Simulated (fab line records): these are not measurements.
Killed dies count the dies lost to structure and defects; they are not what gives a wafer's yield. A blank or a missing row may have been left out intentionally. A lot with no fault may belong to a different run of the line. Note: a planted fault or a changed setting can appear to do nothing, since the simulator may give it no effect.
What tool caused it? -- flow gf180mcu -- 14 lots, 42 wafers sampled, at 5 steps of a route of 602

== WHAT THE GAUGES SHOWED, per wafer ==
GF_V1_CD_MEAS_14 targets a cd of 260 nm. Usual: cd_nm 259.6 nm, standard deviation 1.5.
lot,measured,on,cd_nm (nm),flag
L480,day 18 09:04,cd_sem-02,260.0 259.7 259.9,
L482,day 19 06:10,cd_sem-02,259.3 259.6 260.1,
L483,day 19 10:14,cd_sem-01,257.3 258.5 258.7,
L484,day 19 13:21,cd_sem-02,261.5 261.5 260.9,
L486,day 20 03:32,cd_sem-02,261.6 260.8 260.9,
L487,day 20 23:16,cd_sem-02,260.2 261.3 260.3,
L488,day 21 09:31,cd_sem-01,262.4 263.5 263.9,
L489,day 21 14:22,cd_sem-01,259.6 260.1 259.5,
L490,day 22 00:04,cd_sem-02,258.6 257.9 259.4,
L491,day 22 07:02,cd_sem-02,258.5 258.0 256.4,
L492,day 22 19:49,cd_sem-01,258.9 258.9 259.3,
L493,day 23 08:04,cd_sem-02,260.7 259.1 258.6,
L502,day 25 20:49,cd_sem-02,258.8 260.5 258.9,
L503,day 26 01:46,cd_sem-02,260.0 260.8 260.8,

GF_V2_BOW_MEAS_05. Usual: V2_BOW 97 um, standard deviation 8.5.
lot,measured,on,V2_BOW (um),flag
L480,day 19 12:46,film_metro-01,90 95 101,
L482,day 20 09:30,film_metro-03,89 99 105,
L483,day 20 12:44,film_metro-03,109 103 96,
L484,day 20 15:25,film_metro-01,108 108 100,
L486,day 21 07:02,film_metro-03,109 103 110,
L487,day 22 02:12,film_metro-02,103 106 105,
L488,day 22 12:37,film_metro-03,95 97 98,
L489,day 22 17:02,film_metro-01,92 98 83,
L490,day 23 02:07,film_metro-01,103 93 82,
L491,day 23 09:37,film_metro-03,90 87 99,
L492,day 23 21:25,film_metro-03,98 100 99,
L493,day 24 09:07,film_metro-01,100 95 101,
L502,day 26 21:13,film_metro-02,94 97 96,
L503,day 27 00:56,film_metro-01,115 113 115,

== WHICH TOOL RAN EACH LOT (tool, then ch and the chambers of the sampled wafers, then the start) ==
lot,GF_M2_SPUTTER_02,GF_M2_METAL_ETCH_16,GF_M2_STRIP_17
L480,"pvd_sputter-04, day 18 10:40","rie_metal-03 ch 0,1, day 19 11:32","plasma_asher-01 ch 0,1, day 19 11:39"
L482,"pvd_sputter-03, day 19 07:52","rie_metal-03 ch 0,1, day 20 07:56","plasma_asher-01 ch 0,1, day 20 08:02"
L483,"pvd_sputter-04, day 19 11:54","rie_metal-03 ch 0,1, day 20 11:29","plasma_asher-03 ch 0,1, day 20 11:35"
L484,"pvd_sputter-02, day 19 14:59","rie_metal-01 ch 0,1, day 20 14:11","plasma_asher-04 ch 0,1, day 20 14:17"
L486,"pvd_sputter-04, day 20 05:34","rie_metal-01 ch 0,1, day 21 05:48","plasma_asher-01 ch 1, day 21 05:55"
L487,"pvd_sputter-02, day 21 01:00","rie_metal-04 ch 0,1, day 22 00:59","plasma_asher-04 ch 0,1, day 22 01:07"
L488,"pvd_sputter-04, day 21 11:16","rie_metal-01 ch 0,1, day 22 10:59","plasma_asher-03 ch 0,1, day 22 11:05"
L489,"pvd_sputter-03, day 21 16:09","rie_metal-01 ch 0,1, day 22 15:44","plasma_asher-01 ch 0,1, day 22 15:52"
L490,"pvd_sputter-04, day 22 01:48","rie_metal-03 ch 0, day 23 00:48","plasma_asher-03 ch 0,1, day 23 01:02"
L491,"pvd_sputter-03, day 22 08:47","rie_metal-04 ch 0,1, day 23 08:23","plasma_asher-03 ch 0,1, day 23 08:29"
L492,"pvd_sputter-02, day 22 21:49","rie_metal-01 ch 0,1, day 23 20:08","plasma_asher-03 ch 0,1, day 23 20:14"
L493,"pvd_sputter-02, day 23 09:43","rie_metal-01 ch 0, day 24 07:48","plasma_asher-03 ch 0, day 24 07:57"
L502,"pvd_sputter-04, day 25 22:30","rie_metal-03 ch 0, day 26 19:55","plasma_asher-01 ch 0,1, day 26 20:06"
L503,"pvd_sputter-04, day 26 03:28","rie_metal-04 ch 0,1, day 26 23:44","plasma_asher-04 ch 0,1, day 26 23:50"
- GF_M2_SPUTTER_02: material AlCu, target thk 450 nm, time 23.9 s.
- GF_M2_METAL_ETCH_16: etches the open film in Cl2/BCl3, stops on SiO2, target depth 627.5 nm, time 104.6 s.
- GF_M2_STRIP_17: strips in O2/N2.

== WHAT THE TOOLS THEMSELVES READ (means of the sampled wafers that have a number; where no wafer has one, the mark that the record gives instead) ==
GF_M2_SPUTTER_02. Usual: throttle_valve_pct 30.3 %, standard deviation 0.91.
lot,tool,throttle_valve_pct (%),flag
L480,pvd_sputter-04,29.8,
L482,pvd_sputter-03,30.3,
L483,pvd_sputter-04,29.8,
L484,pvd_sputter-02,30.5,
L486,pvd_sputter-04,31.0,
L487,pvd_sputter-02,30.7,
L488,pvd_sputter-04,30.0,
L489,pvd_sputter-03,30.8,
L490,pvd_sputter-04,29.9,
L491,pvd_sputter-03,30.8,
L492,pvd_sputter-02,30.3,
L493,pvd_sputter-02,30.4,
L502,pvd_sputter-04,29.9,
L503,pvd_sputter-04,30.4,

GF_M2_METAL_ETCH_16. Usual: drypump_motor_current_A 5.8 A, standard deviation 0.5; oes_product_au 0.971 a.u., standard deviation 0.0064; throttle_valve_pct 28.251 %, standard deviation 0.011.
lot,tool,drypump_motor_current_A (A),oes_product_au (a.u.),throttle_valve_pct (%),flag
L480,rie_metal-03,6.2,0.970,28.260,
L482,rie_metal-03,5.9,0.971,28.243,
L483,rie_metal-03,5.9,0.966,28.267,
L484,rie_metal-01,5.3,0.973,28.256,
L486,rie_metal-01,5.3,0.971,28.247,
L487,rie_metal-04,6.2,0.975,28.247,
L488,rie_metal-01,5.3,0.970,28.257,
L489,rie_metal-01,5.4,0.977,28.242,
L490,rie_metal-03,6.5,0.980,28.247,
L491,rie_metal-04,6.2,0.980,28.241,
L492,rie_metal-01,5.4,0.786,28.460,OFF
L493,rie_metal-01,5.1,0.787,28.454,OFF
L502,rie_metal-03,6.5,0.966,28.250,
L503,rie_metal-04,6.2,0.970,28.253,

GF_M2_STRIP_17. Usual: drypump_motor_current_A 5.6 A, standard deviation 0.55; heater_power_w 335 W, standard deviation 17; oes_product_au 0.558 a.u., standard deviation 0.0049; strip_time_to_endpoint_s 7.88 s, standard deviation 0.037.
lot,tool,drypump_motor_current_A (A),heater_power_w (W),oes_product_au (a.u.),strip_time_to_endpoint_s (s),flag
L480,plasma_asher-01,5.5,326,0.558,7.87,
L482,plasma_asher-01,5.6,321,0.556,7.88,
L483,plasma_asher-03,5.5,341,0.558,7.87,
L484,plasma_asher-04,5.8,346,0.560,7.85,
L486,plasma_asher-01,5.3,322,0.551,7.80,
L487,plasma_asher-04,5.8,339,0.560,7.88,
L488,plasma_asher-03,5.5,343,0.556,7.84,
L489,plasma_asher-01,5.9,313,0.559,7.85,
L490,plasma_asher-03,5.5,341,0.564,7.88,
L491,plasma_asher-03,5.0,348,0.558,7.93,
L492,plasma_asher-03,5.0,347,0.596,8.69,OFF
L493,plasma_asher-03,5.9,332,0.594,8.70,OFF
L502,plasma_asher-01,5.9,320,0.551,7.91,
L503,plasma_asher-04,5.8,339,0.558,7.87,

== THE ANSWER, worked out from the rows above alone ==
Rule: take the mean of a lot's wafers that have a number; if it is more than 3 standard deviations from the usual mean, the lot is off. Also off: a lot with no number at a reading for which 4 or more lots have one. The other lots that the step has rows for count as sound. After the gauges, taken in route order, come the tools' own readings; for these a lot's mean is taken, as printed above. At the first step where some lot is off, the reading lying furthest off is the one used; lots without a number count as furthest.
Off, at GF_M2_METAL_ETCH_16 on oes_product_au: L492, L493.
A tool fits if, at that step or a process step before it, it ran every lot that is off, and no sound lot after the first of them. 2 tools fit, pvd_sputter-02 at GF_M2_SPUTTER_02 and rie_metal-01 at GF_M2_METAL_ETCH_16, so this cannot tell which one it is.

== WHAT WAS PUT IN BY THE SIMULATOR ==
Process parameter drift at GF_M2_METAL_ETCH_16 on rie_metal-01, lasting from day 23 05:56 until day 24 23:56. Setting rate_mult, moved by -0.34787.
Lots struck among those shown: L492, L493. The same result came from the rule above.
